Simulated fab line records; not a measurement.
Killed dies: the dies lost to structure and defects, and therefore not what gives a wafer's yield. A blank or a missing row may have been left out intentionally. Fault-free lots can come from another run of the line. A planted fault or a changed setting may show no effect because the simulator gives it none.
fab line records	flow sky130
[record] lots = 12	wafers = 36	lastDay = 50
route steps=708 shown SONOS_ONO@171 LDD_LDN@298 SD_N@353
lots untouched by any fault: they come from a run of this same line in which no faults occurred
startH: the number of hours between the record's first day and the start of the first shown wafer of the lot	waitH: time in hours since the lot's previous step	" the same as in the row above	L1.1+2: several wafers, shown together as one row	- value missing, or start not given	* or withheld: withheld	< > ~ a bound
route shown NAME@n: a module of which the file shows steps, and the number in the route of the first	usual: the fault-free wafers' mean and standard deviation	same: alike in all rows	chamber/n: place in a boat	sites: readings site by site	_std_site: their standard deviation	_edge_site: inner sites' mean taken away from outer sites' mean	radiusMm: how far each site lies from the wafer's centre	mask NAME#n: copy n	behind: the last tool/chamber to shape the wafer	hold: why the lot was held/for how many hours/how that ended	device: transistor that didn't switch, given as n, p or np	end of line: the route-end tests of the same wafers	a step given without rows: its recipe and nothing more	killed: dies that structure and defects cost at the first sort, which is not the same as the wafer's yield	map: dies across one wafer; x = killed, . = not, _ = none there
set.NAME: the run value of the setting; set.NAME@STEP: its run value at that earlier step	model.NAME: the simulator's own value behind a step, which no gauge read
route steps across a sampled set of lots; one table per step, one row per wafer
services: the hour from which a tool's chamber was out of use, counted from the record's first day as startH (under 0 if before that day), plus the number of hours and why
[[steps]]
[step SKY_SONOS_ONO_THK_MEAS_03]
[recipe] reads = Si3N4_of_SONOS_ONO_CVD_02
[usual] SONOS_ONO_CVD_02_THK = 10.56/0.12
lot.wafer	tool	chamber	startH	waitH	SONOS_ONO_CVD_02_THK[nm]
L992.2	filmMetro-03	-	262.56	0.0	10.61
L992.3	"	-	"	"	10.57
L992.5	"	-	"	"	10.61
L993.3	filmMetro-03	-	265.86	0.0	10.68
L993.4	"	-	"	"	10.67
L993.6	"	-	"	"	10.70
L994.1	filmMetro-02	-	271.50	0.0	10.36
L994.2	"	-	"	"	10.34
L994.6	"	-	"	"	10.41
L995.1	filmMetro-02	-	282.38	0.0	10.69
L995.2	"	-	"	"	10.73
L995.3	"	-	"	"	10.63
L997.2	filmMetro-03	-	300.07	0.0	10.65
L997.4	"	-	"	"	10.59
L997.6	"	-	"	"	10.59
L998.2	filmMetro-01	-	306.73	0.0	10.58
L998.3	"	-	"	"	10.53
L998.4	"	-	"	"	10.63
L999.2	filmMetro-03	-	317.56	0.0	10.63
L999.3	"	-	"	"	10.45
L999.4	"	-	"	"	10.62
L102.1	filmMetro-01	-	338.08	0.0	10.75
L102.2	"	-	"	"	10.61
L102.4	"	-	"	"	10.53
L110.1	filmMetro-03	-	401.01	0.0	10.56
L110.2	"	-	"	"	10.63
L110.3	"	-	"	"	10.68
L112.1	filmMetro-03	-	418.24	0.0	10.43
L112.2	"	-	"	"	10.53
L112.6	"	-	"	"	10.52
L113.1	filmMetro-01	-	423.79	0.0	10.55
L113.4	"	-	"	"	10.68
L113.6	"	-	"	"	10.58
L114.2	filmMetro-03	-	430.93	0.0	10.38
L114.5	"	-	"	"	10.54
L114.6	"	-	"	"	10.42
[step SKY_SONOS_ONO_ETCH_15]
[recipe] targetDepthNm = 19.52	chemistry = CHF3/O2	sourceW = 610.5	biasW = 200	pressureMtorr = 40	chf3FlowSccm = 50	O2_flow_sccm = 5	timeS = 7.8
[usual] drypumpMotorCurrentA = 5.7/0.4	oesProductAu = 1.006/0.0068	throttleValvePct = 8.827/0.009
lot.wafer	tool	chamber	startH	waitH	drypumpMotorCurrentA	oesProductAu	rfHoursCounterH	throttleValvePct
L992.2	rieDiel-01	2	287.86	0.0	6.0	1.017	7	8.821
L992.3	"	0	"	"	5.7	0.997	99	8.826
L992.5	"	2	"	"	6.0	1.005	-	8.823
L993.3	rieDiel-04	1	291.61	0.0	5.8	1.005	13	8.829
L993.4	"	2	"	"	4.9	1.014	4	8.828
L993.6	"	0	"	"	5.1	1.020	-	8.828
L994.1	rieDiel-01	2	296.48	0.0	6.0	1.003	7	8.823
L994.2	"	0	"	"	5.8	0.998	99	8.828
L994.6	"	0	"	"	5.8	0.998	-	8.832
L995.1	rieDiel-03	1	308.83	0.0	5.9	1.000	83	8.821
L995.2	"	3	"	"	6.4	1.007	69	8.817
L995.3	"	2	"	"	5.0	1.014	9	8.826
L997.2	rieDiel-04	0	326.35	0.0	5.1	1.006	43	8.833
L997.4	"	2	"	"	4.8	1.008	5	8.811
L997.6	"	2	"	"	4.8	1.003	-	8.826
L998.2	rieDiel-01	3	333.90	0.0	5.8	1.012	0	8.823
L998.3	"	1	"	"	5.9	1.008	103	8.823
L998.4	"	2	"	"	6.0	1.007	-	8.822
L999.2	rieDiel-01	2	345.70	0.0	6.0	1.017	8	8.830
L999.3	"	3	"	"	5.7	1.016	0	8.829
L999.4	"	0	"	"	5.8	1.005	100	8.828
L102.1	rieDiel-03	2	367.11	0.0	5.0	1.009	10	8.836
L102.2	"	0	"	"	6.4	1.014	0	8.826
L102.4	"	1	"	"	5.9	0.998	84	8.827
L110.1	rieDiel-04	2	432.58	0.0	4.8	1.005	7	8.834
L110.2	"	3	"	"	5.6	0.994	28	8.817
L110.3	"	1	"	"	5.8	1.013	16	8.816
L112.1	rieDiel-01	1	449.93	0.0	5.9	0.993	0	8.822
L112.2	"	2	"	"	6.0	0.999	9	8.825
L112.6	"	1	"	"	5.9	0.999	-	8.825
L113.1	rieDiel-01	2	455.78	0.0	6.0	1.007	10	8.823
L113.4	"	2	"	"	6.0	1.009	-	8.830
L113.6	"	1	"	"	5.8	1.005	-	8.842
L114.2	rieDiel-01	1	463.85	0.0	5.9	1.004	1	8.825
L114.5	"	2	"	"	6.0	1.013	-	8.840
L114.6	"	1	"	"	5.8	1.010	-	8.825
[step SKY_LDD_LDN_IMPLANT_09]
[recipe] species = As	energyKev = 14.91	doseCm2 = 1.25e+13	tiltDeg = withheld	rotationDeg = 113
[usual] doseIonsCm2 = 1.2501e+13/1.4e+10	faradayCurrentUA = 70.5/1.3
lot.wafer	tool	chamber	startH	waitH	doseIonsCm2	faradayCurrentUA
L992.2	implanter-01	0	533.75	0.1	1.248e+13	71.3
L992.3	"	0	"	"	1.2511e+13	72.4
L992.5	"	0	"	"	1.2497e+13	70.8
L993.3	implanter-01	0	537.74	0.1	1.2506e+13	72.2
L993.4	"	0	"	"	1.2503e+13	69.9
L993.6	"	0	"	"	1.2497e+13	71.3
L994.1	implanter-03	0	545.02	0.1	1.2516e+13	70.3
L994.2	"	0	"	"	1.2511e+13	70.0
L994.6	"	0	"	"	1.2512e+13	69.5
L995.1	implanter-02	0	553.39	0.1	1.2504e+13	68.1
L995.2	"	0	"	"	1.2494e+13	70.4
L995.3	"	0	"	"	1.2507e+13	71.3
L997.2	implanter-02	0	578.51	0.1	1.2515e+13	69.5
L997.4	"	0	"	"	1.2509e+13	70.8
L997.6	"	0	"	"	1.2478e+13	68.2
L998.2	implanter-03	0	587.43	0.1	1.2489e+13	69.2
L998.3	"	0	"	"	1.2489e+13	71.3
L998.4	"	0	"	"	1.25e+13	71.2
L999.2	implanter-01	0	597.33	0.1	1.2489e+13	70.7
L999.3	"	0	"	"	1.2501e+13	70.2
L999.4	"	0	"	"	1.2503e+13	70.4
L102.1	implanter-03	0	620.76	0.1	1.2526e+13	71.9
L102.2	"	0	"	"	1.2516e+13	71.6
L102.4	"	0	"	"	1.2516e+13	72.0
L110.1	implanter-02	0	678.47	0.1	5.296e+12	30.0
L110.2	"	0	"	"	5.277e+12	29.6
L110.3	"	0	"	"	5.272e+12	30.5
L112.1	implanter-02	0	694.99	0.1	5.316e+12	29.0
L112.2	"	0	"	"	5.288e+12	30.2
L112.6	"	0	"	"	5.287e+12	30.6
L113.1	implanter-01	0	699.24	0.1	1.2497e+13	72.1
L113.4	"	0	"	"	1.2515e+13	71.1
L113.6	"	0	"	"	1.2483e+13	69.0
L114.2	implanter-03	0	706.56	0.1	1.2503e+13	68.7
L114.5	"	0	"	"	1.2509e+13	69.8
L114.6	"	0	"	"	1.2497e+13	70.5
[step SKY_LDD_LDN_TW_MEAS_13]
[usual] LDD_LDN_TW = 1479/10
lot.wafer	tool	chamber	startH	waitH	LDD_LDN_TW
L992.2	filmMetro-03	-	534.28	0.1	1495
L992.3	"	-	"	"	1491
L992.5	"	-	"	"	1492
L993.3	filmMetro-02	-	538.26	0.1	1464
L993.4	"	-	"	"	1464
L993.6	"	-	"	"	1471
L994.1	filmMetro-02	-	545.57	0.1	1461
L994.2	"	-	"	"	1473
L994.6	"	-	"	"	1465
L995.1	filmMetro-01	-	553.94	0.1	1475
L995.2	"	-	"	"	1471
L995.3	"	-	"	"	1468
L997.2	filmMetro-02	-	579.05	0.1	1470
L997.4	"	-	"	"	1475
L997.6	"	-	"	"	1469
L998.2	filmMetro-01	-	587.97	0.1	1477
L998.3	"	-	"	"	1477
L998.4	"	-	"	"	1487
L999.2	filmMetro-03	-	597.87	0.1	1484
L999.3	"	-	"	"	1487
L999.4	"	-	"	"	1493
L102.1	filmMetro-03	-	621.31	0.1	1492
L102.2	"	-	"	"	1496
L102.4	"	-	"	"	1497
L110.1	filmMetro-01	-	679.02	0.1	1409
L110.2	"	-	"	"	1402
L110.3	"	-	"	"	1410
L112.1	filmMetro-02	-	695.54	0.1	1384
L112.2	"	-	"	"	1388
L112.6	"	-	"	"	1387
L113.1	filmMetro-03	-	699.79	0.1	1483
L113.4	"	-	"	"	1481
L113.6	"	-	"	"	1488
L114.2	filmMetro-03	-	707.10	0.1	1488
L114.5	"	-	"	"	1489
L114.6	"	-	"	"	1487
[step SKY_SD_N_STRIP_11]
[recipe] chemistry = O2/N2	powerW = 1400	pressureMtorr = 1500	platenTempC = withheld	o2FlowSccm = 3000	n2FlowSccm = 300	overashFraction = 0.5
[usual] drypumpMotorCurrentA = 6.1/0.43	oesProductAu = 0.527/0.005	stripTimeToEndpointS = 22.55/0.038
lot.wafer	tool	chamber	startH	waitH	drypumpMotorCurrentA	oesProductAu	rfHoursCounterH	stripTimeToEndpointS
L992.2	plasmaAsher-03	0	652.19	0.1	6.4	0.522	84	22.56
L992.3	"	0	"	"	6.4	0.526	-	22.52
L992.5	"	1	"	"	5.3	0.523	-	22.51
L993.3	plasmaAsher-03	1	655.56	0.1	5.3	0.525	-	22.56
L993.4	"	0	"	"	6.4	0.528	-	22.51
L993.6	"	1	"	"	5.3	0.522	-	22.53
L994.1	plasmaAsher-04	1	662.48	0.1	6.5	0.536	102	22.55
L994.2	"	0	"	"	6.4	0.531	102	22.56
L994.6	"	1	"	"	6.5	0.526	-	22.54
L995.1	plasmaAsher-03	1	671.19	0.1	5.3	0.531	86	22.54
L995.2	"	0	"	"	6.4	0.526	86	22.56
L995.3	"	0	"	"	6.4	0.532	-	22.52
L997.2	plasmaAsher-04	0	696.18	0.1	6.4	0.522	106	22.56
L997.4	"	0	"	"	6.4	0.531	-	22.58
L997.6	"	0	"	"	6.5	0.524	-	22.62
L998.2	plasmaAsher-01	0	704.51	0.1	5.8	0.524	31	22.60
L998.3	"	1	"	"	6.0	0.526	-	22.57
L998.4	"	0	"	"	5.7	0.520	-	22.55
L999.2	plasmaAsher-01	0	714.16	0.1	5.8	0.526	32	22.58
L999.3	"	0	"	"	5.8	0.532	-	22.62
L999.4	"	1	"	"	5.9	0.533	-	22.56
L102.1	plasmaAsher-01	0	737.18	0.1	5.7	0.534	34	22.60
L102.2	"	1	"	"	6.0	0.534	34	22.54
L102.4	"	1	"	"	5.9	0.526	-	22.55
L110.1	plasmaAsher-01	1	792.98	0.1	5.9	0.531	41	22.61
L110.2	"	0	"	"	5.8	0.527	41	22.57
L110.3	"	1	"	"	5.9	0.533	-	22.60
L112.1	plasmaAsher-03	1	807.41	0.1	5.3	0.530	101	22.54
L112.2	"	0	"	"	6.4	0.527	101	22.52
L112.6	"	1	"	"	5.3	0.519	-	22.52
L113.1	plasmaAsher-03	0	811.84	0.1	6.4	0.519	101	22.51
L113.4	"	0	"	"	6.4	0.525	-	22.52
L113.6	"	1	"	"	5.3	0.535	-	22.51
L114.2	plasmaAsher-04	0	816.00	0.1	6.4	0.534	8	22.53
L114.5	"	1	"	"	6.5	0.535	-	22.52
L114.6	"	0	"	"	6.4	0.530	-	22.53
[[services]]
tool	chamber	startH	hours	kind
plasmaAsher-03	-	272.28	7.9	repair
implanter-02	-	296.06	10.0	pm
implanter-01	-	300.51	0.7	repair
implanter-02	-	306.09	6.4	pm
plasmaAsher-01	-	307.09	7.8	repair
rieDiel-01	2	307.27	2.4	repair
plasmaAsher-03	-	317.45	8.4	repair
rieDiel-01	0	327.39	12.7	repair
implanter-02	-	330.78	1.1	repair
implanter-01	-	336.15	1.8	repair
implanter-01	-	354.24	2.8	repair
plasmaAsher-01	-	363.29	31.4	repair
implanter-01	-	373.72	2.4	repair
implanter-02	-	374.08	5.8	pm
implanter-01	-	379.90	1.7	repair
implanter-03	-	398.68	0.7	repair
plasmaAsher-01	-	421.31	9.0	pm
rieDiel-01	3	438.51	13.3	repair
implanter-02	-	476.68	1.7	repair
plasmaAsher-03	-	519.73	14.6	pm
rieDiel-01	-	533.59	2.8	pm
rieDiel-01	2	598.93	2.7	repair
rieDiel-01	1	636.05	3.6	repair
rieDiel-01	0	761.67	13.6	repair
[[key]]
[firstSign] step = SKY_LDD_LDN_IMPLANT_09	reading = doseIonsCm2	direction = down	sigmas = 99+	usual = *	struck = *
[effect] step = SKY_LDD_LDN_IMPLANT_09	reading = faradayCurrentUA	direction = down	sigmas = 31	usual = 70.5	struck = 30.0
[effect] step = SKY_LDD_LDN_TW_MEAS_13	reading = LDD_LDN_TW	direction = down	sigmas = 7.9	usual = 1479	struck = 1397
metAt SKY_LDD_LDN_IMPLANT_09
struckLots L110,L112
testerLeftOut L110,L112
notActingAt SKY_SONOS_ONO_THK_MEAS_03,SKY_SONOS_ONO_ETCH_15,SKY_SD_N_STRIP_11
onsetBetween 578.51 678.47
[fault] kind = processParameterDrift	tool = implanter-02	chamber = -	onsetH = 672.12	steps = SKY_LDD_LDN_IMPLANT_09	channel = doseCm2	offset = *	shape = step	endH = 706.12	actsIn = *	stated = *
// testerLeftOut: of these lots the tester's yield and bins aren't shown, on N5 and GAA mostly nor the transistor test; their killed dies are dies lost to structure and defects alone, not to doping, threshold or leakage, so they don't give the yield
